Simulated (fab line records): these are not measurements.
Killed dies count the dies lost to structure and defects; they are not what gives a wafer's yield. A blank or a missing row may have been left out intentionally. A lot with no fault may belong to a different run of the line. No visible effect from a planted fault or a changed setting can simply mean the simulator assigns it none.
8D (eight disciplines) problem report, filled in by code | flow gf180mcu | the parts of the form that need people (team, actions taken, sign-off) are left out

## 1. THE PROBLEM
Wafers without a fault read 280.4 nm, standard deviation 1.3; cdNm at GF_POLY_GATE_CD_MEAS_10 reads a mean of 310.1 nm on 6 wafers belonging to 2 lots. That puts it +23 standard deviations away from the usual mean.
The step: target cd 280 nm.
The first sign was on wafer L242.3 at day 11 13:10, on cdSem-02. Wafers with a number at this step in the record: 42, from 14 lots. By rule, "out" or "out of limits" means more than 4 standard deviations away from the usual mean. The other wafers with a number count as sound.

## 2. WHAT IT IS, AND WHAT IT ISN'T
question                    | is                     | is not
which readings at this step | cdNm                   | -
which lots                  | L242, L244             | L234, L235, L236, L240, L241, L247, L251, L252, L253, L255, L256, L257
which wafers of those lots  | all that have a number | -
read on which gauges        | cdSem-02               | cdSem-01
when                        | from day 11 13:10      | up to then (15 sound wafers); but 21 sound wafers of L247, L251, L252, L253, L255, L256, L257 came after

## 3. THE SUSPECTS, EACH WITH WHAT RULES IT OUT
Counting: a tool stays on the suspect list if, at a process step up to the reading, it processed all lots that are out and no sound lot following the first of them.
- the gauge at GF_POLY_GATE_CD_MEAS_10 has been ruled out. All the wafers that are out were read on cdSem-02, but those of them that GF_POLY_GATE_SOFTBAKE_06 has rows for are out there too, on other tools.
- lithoTrack-01 at GF_POLY_GATE_SOFTBAKE_06 (time 60 s): ruled out as a lasting fault. Sound lots L252 ran on it after its first lot that is out, L242 (day 11 04:00).
Left after counting: nothing in the record.

## 4. THE CAUSE (what the simulator had put in)
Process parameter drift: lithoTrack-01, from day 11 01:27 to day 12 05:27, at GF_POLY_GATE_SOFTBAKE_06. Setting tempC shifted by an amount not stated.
The count ruled it out by mistake, since the rule takes a fault to strike every lot its tool runs from the start of the fault on, and this one did not do so.

## 5. SEQUENCE OF EFFECTS, ordered by route
One row per reading whose mean, taken over the struck wafers that have a number, lies over 3 standard deviations from the usual. Only readings whose record carries a usual standard deviation are examined. hours: median over the lots of the time between each lot's start at the first step of this table that gives one and its start at this step. sigmas: the change, counted in usual standard deviations.
hours | step                     | reading           | usual    | on struck wafers | change | sigmas
0     | GF_POLY_GATE_SOFTBAKE_06 | heaterPowerTotalW | 93.05 W  | 76.90            | -16.15 | -99 or more
0     | GF_POLY_GATE_SOFTBAKE_06 | plateTempC        | 130.00 C | 112.53           | -17.47 | -99 or more
10    | GF_POLY_GATE_CD_MEAS_10  | cdNm              | 280.4 nm | 310.1            | +29.7  | +23
Process steps it contains:
- GF_POLY_GATE_SOFTBAKE_06: time 60 s.
At these later measuring or inspecting steps, every struck wafer for which the step has a row has a number for every such reading, and none has moved that far: GF_POLY_GATE_THK_MEAS_17.

## 6. HOW IT WOULD HAVE BEEN CAUGHT EARLIER
In this record the first reading out of limits at a measuring or inspecting step was taken at day 11 13:10, 12 hours after the fault began at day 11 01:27.
The tool's own readings at GF_POLY_GATE_SOFTBAKE_06 were out on every struck wafer that the step has a row for (heaterPowerTotalW, plateTempC): an alarm limit on them would have fired on the first of those.
